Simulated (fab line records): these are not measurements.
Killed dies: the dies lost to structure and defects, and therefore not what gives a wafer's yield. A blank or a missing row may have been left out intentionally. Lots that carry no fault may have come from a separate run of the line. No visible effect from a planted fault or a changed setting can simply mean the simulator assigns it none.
Which of the tools did it?    flow sky130    Sampling: 11 lots, 33 wafers, 6 of 708 route steps

WHAT EACH GAUGE READ, for each wafer
SKY_POLY_CUT_OVL_MEAS_09. Usual: POLY_CUT_OVL typically reads 2 nm, with standard deviation 3.9.
lot   measured      on          POLY_CUT_OVL (nm)  flag
L848  day 24 16:47  overlay-02  2 4 1              
L850  day 25 14:02  overlay-02  9 12 11            
L851  day 25 21:44  overlay-01  -2 9 3             
L852  day 26 08:52  overlay-01  0 2 0              
L853  day 26 12:28  overlay-02  -6 11 -1           
L863  day 30 00:25  overlay-01  0 -2 0             
L864  day 30 15:26  overlay-01  3 0 5              
L865  day 30 17:27  overlay-02  0 0 2              
L867  day 30 22:35  overlay-01  0 -3 0             
L868  day 31 11:09  overlay-02  -1 0 2             
L869  day 31 16:32  overlay-01  2 -2 -1            

SKY_SD_P_CD_MEAS_07: target cd 380 nm. Usual: cd_nm at 379.7 nm, with a standard deviation of 2.5.
lot   measured      on         cd_nm (nm)         flag
L848  day 25 21:21  cd_sem-01  376.9 376.9 379.0  
L850  day 26 19:10  cd_sem-01  385.6 384.7 382.8  
L851  day 27 03:01  cd_sem-02  - - -              OFF
L852  day 27 14:10  cd_sem-01  - - -              OFF
L853  day 27 17:53  cd_sem-01  379.5 381.8 381.0  
L863  day 31 03:52  cd_sem-01  380.1 382.3 381.2  
L864  day 31 18:13  cd_sem-01  380.7 379.7 381.8  
L865  day 31 20:25  cd_sem-01  382.7 380.7 381.2  
L867  day 32 02:07  cd_sem-01  375.3 378.3 378.4  
L868  day 32 14:57  cd_sem-01  377.6 375.5 377.3  
L869  day 32 19:49  cd_sem-01  381.0 381.7 379.1  

SKY_RES_XHIGH_TW_MEAS_09. Usual: RES_XHIGH_TW typically reads 1634, with standard deviation 15.
lot   measured      on             RES_XHIGH_TW    flag
L848  day 27 03:30  film_metro-02  1636 1629 1642  
L850  day 27 23:37  film_metro-02  1632 1639 1639  
L851  day 28 08:07  film_metro-01  2836 2832 2850  OFF
L852  day 28 18:47  film_metro-02  2879 2876 2878  OFF
L853  day 28 22:34  film_metro-01  1610 1612 1615  
L863  day 32 07:40  film_metro-01  1622 1626 1624  
L864  day 32 22:07  film_metro-02  1641 1651 1650  
L865  day 32 23:23  film_metro-02  1649 1646 1648  
L867  day 33 05:58  film_metro-01  1614 1619 1610  
L868  day 33 18:36  film_metro-02  1638 1637 1644  
L869  day 33 22:53  film_metro-02  1649 1642 1647  

WHICH TOOL RAN EACH LOT (tool, then ch and the chambers of the sampled wafers, then the start)
lot   SKY_POLY_CUT_ETCH_10                SKY_POLY_CUT_STRIP_12                 SKY_SD_P_COAT_02
L848  rie_diel-04 ch 0,1, day 24 16:50    plasma_asher-01 ch 0,1, day 24 16:55  litho_track-04 ch 0, day 25 06:27
L850  rie_diel-01 ch 0,1,3, day 25 14:05  plasma_asher-01 ch 0,1, day 25 14:10  litho_track-04 ch 0, day 26 04:06
L851  rie_diel-01 ch 0,1,3, day 25 21:46  plasma_asher-01 ch 0,1, day 25 21:52  litho_track-04, day 26 12:01
L852  rie_diel-01 ch 0,1,2, day 26 08:54  plasma_asher-03 ch 0,1, day 26 08:59  litho_track-04, day 27 00:09
L853  rie_diel-04 ch 0,1,2, day 26 12:29  plasma_asher-01 ch 0,1, day 26 12:36  litho_track-04 ch 0, day 27 03:18
L863  rie_diel-01 ch 1,2, day 30 00:27    plasma_asher-01 ch 1, day 30 00:32    litho_track-04 ch 0, day 30 13:30
L864  rie_diel-04 ch 0,1,3, day 30 15:29  plasma_asher-04 ch 0,1, day 30 15:34  litho_track-04 ch 0, day 31 05:00
L865  rie_diel-01 ch 0,2,3, day 30 17:29  plasma_asher-04 ch 0,1, day 30 17:34  litho_track-04 ch 0, day 31 06:52
L867  rie_diel-04 ch 0,1, day 30 22:36    plasma_asher-03 ch 0,1, day 30 22:43  litho_track-04 ch 0, day 31 12:10
L868  rie_diel-04 ch 1,2,3, day 31 11:11  plasma_asher-03 ch 0,1, day 31 11:16  litho_track-04 ch 0, day 32 00:33
L869  rie_diel-03 ch 0,2,3, day 31 16:35  plasma_asher-03 ch 0,1, day 31 16:40  litho_track-02 ch 0, day 32 06:42
- SKY_POLY_CUT_ETCH_10: etches BARC in N2/H2, stops on SiO2, time 45.9 s, target depth 60 nm.
- SKY_POLY_CUT_STRIP_12: strips in O2/N2.
- SKY_SD_P_COAT_02: resist thk 1140 nm.

WHAT THE TOOLS THEMSELVES READ (means of the sampled wafers that have a number; where no wafer has one, the mark that the record gives instead)
SKY_POLY_CUT_ETCH_10. Usual: drypump_motor_current_A 5.53 A, standard deviation 0.3; h2_flow_sccm 200.0 sccm, standard deviation 0.55; n2_flow_sccm 99.98 sccm, standard deviation 0.26; oes_product_au 0.855 a.u., standard deviation 0.0048; throttle_valve_pct 13.223 %, standard deviation 0.0097.
lot   tool         drypump_motor_current_A (A)  h2_flow_sccm (sccm)  n2_flow_sccm (sccm)  oes_product_au (a.u.)  throttle_valve_pct (%)  flag
L848  rie_diel-04  5.17                         200.0                100.03               0.858                  13.226                  
L850  rie_diel-01  5.61                         200.1                100.03               0.858                  13.223                  
L851  rie_diel-01  5.61                         200.2                99.70                0.857                  13.225                  
L852  rie_diel-01  5.67                         199.2                100.21               0.855                  13.226                  
L853  rie_diel-04  5.24                         200.1                100.13               0.853                  13.226                  
L863  rie_diel-01  5.59                         199.8                100.10               0.854                  13.219                  
L864  rie_diel-04  5.21                         200.1                99.93                0.849                  13.222                  
L865  rie_diel-01  5.80                         200.0                99.88                0.855                  13.238                  
L867  rie_diel-04  5.16                         199.8                99.99                0.850                  13.221                  
L868  rie_diel-04  5.28                         200.1                99.95                0.850                  13.228                  
L869  rie_diel-03  5.75                         200.1                99.78                0.855                  13.222                  

SKY_POLY_CUT_STRIP_12. Usual: drypump_motor_current_A 5.9 A, standard deviation 0.47; n2_flow_sccm 300.2 sccm, standard deviation 0.83; o2_flow_sccm 3000 sccm, standard deviation 10; oes_product_au 0.452 a.u., standard deviation 0.0037; strip_time_to_endpoint_s 5.355 s, standard deviation 0.019.
lot   tool             drypump_motor_current_A (A)  n2_flow_sccm (sccm)  o2_flow_sccm (sccm)  oes_product_au (a.u.)  strip_time_to_endpoint_s (s)  flag
L848  plasma_asher-01  5.4                          300.8                2988                 0.454                  5.394                         
L850  plasma_asher-01  5.4                          299.2                3010                 0.450                  5.378                         
L851  plasma_asher-01  5.4                          299.7                3013                 0.454                  5.360                         
L852  plasma_asher-03  6.3                          300.5                3001                 0.453                  5.374                         
L853  plasma_asher-01  5.5                          300.1                2995                 0.449                  5.339                         
L863  plasma_asher-01  6.1                          299.9                3002                 0.449                  5.361                         
L864  plasma_asher-04  6.0                          299.8                2988                 0.447                  5.345                         
L865  plasma_asher-04  6.2                          299.7                3007                 0.455                  5.351                         
L867  plasma_asher-03  6.2                          299.9                2994                 0.450                  5.343                         
L868  plasma_asher-03  6.4                          300.4                3002                 0.453                  5.382                         
L869  plasma_asher-03  6.2                          300.8                2990                 0.451                  5.346                         

SKY_SD_P_COAT_02. Usual: chill_plate_temp_C 23.00 C, standard deviation 0.091; dispense_pressure_kPa 51.4 kPa, standard deviation 0.99; spin_speed_rpm 3000.2 rpm, standard deviation 2.1.
lot   tool            chill_plate_temp_C (C)  dispense_pressure_kPa (kPa)  spin_speed_rpm (rpm)  flag
L848  litho_track-04  23.01                   52.3                         3001.3                
L850  litho_track-04  22.93                   52.3                         2999.7                
L851  litho_track-04  -                       -                            -                     OFF
L852  litho_track-04  -                       -                            -                     OFF
L853  litho_track-04  23.07                   52.4                         3000.2                
L863  litho_track-04  23.02                   52.3                         3001.6                
L864  litho_track-04  23.05                   52.3                         2999.2                
L865  litho_track-04  23.04                   52.3                         2999.3                
L867  litho_track-04  22.91                   52.3                         3001.6                
L868  litho_track-04  23.03                   52.4                         2999.8                
L869  litho_track-02  22.97                   50.8                         3001.9                

THE ANSWER, worked out from the rows above alone
Rule: take the mean of a lot's wafers that have a number; if it is more than 3 standard deviations from the usual mean, the lot is off. A lot without any number at a reading at which 4 lots or more have one is off too. Where the step has rows for the other lots, those lots are counted as sound. After the gauges, taken in route order, come the tools' own readings; for these a lot's mean is taken, as printed above. At the first step where some lot is off, the reading lying furthest off is the one used; lots without a number count as furthest.
Off: L851, L852, at SKY_SD_P_CD_MEAS_07 (cd_nm). Without a number there: L851, L852.
If a tool, at a process step before that reading, ran all the lots that are off and no sound lot after the first of them, it fits. Not tried: the gauges at SKY_SD_P_CD_MEAS_07; whatever is off there is also off at SKY_RES_XHIGH_TW_MEAS_09, on other tools, and gauge error can't account for it. No candidate that was tried fits.

WHAT WAS PUT IN BY THE SIMULATOR
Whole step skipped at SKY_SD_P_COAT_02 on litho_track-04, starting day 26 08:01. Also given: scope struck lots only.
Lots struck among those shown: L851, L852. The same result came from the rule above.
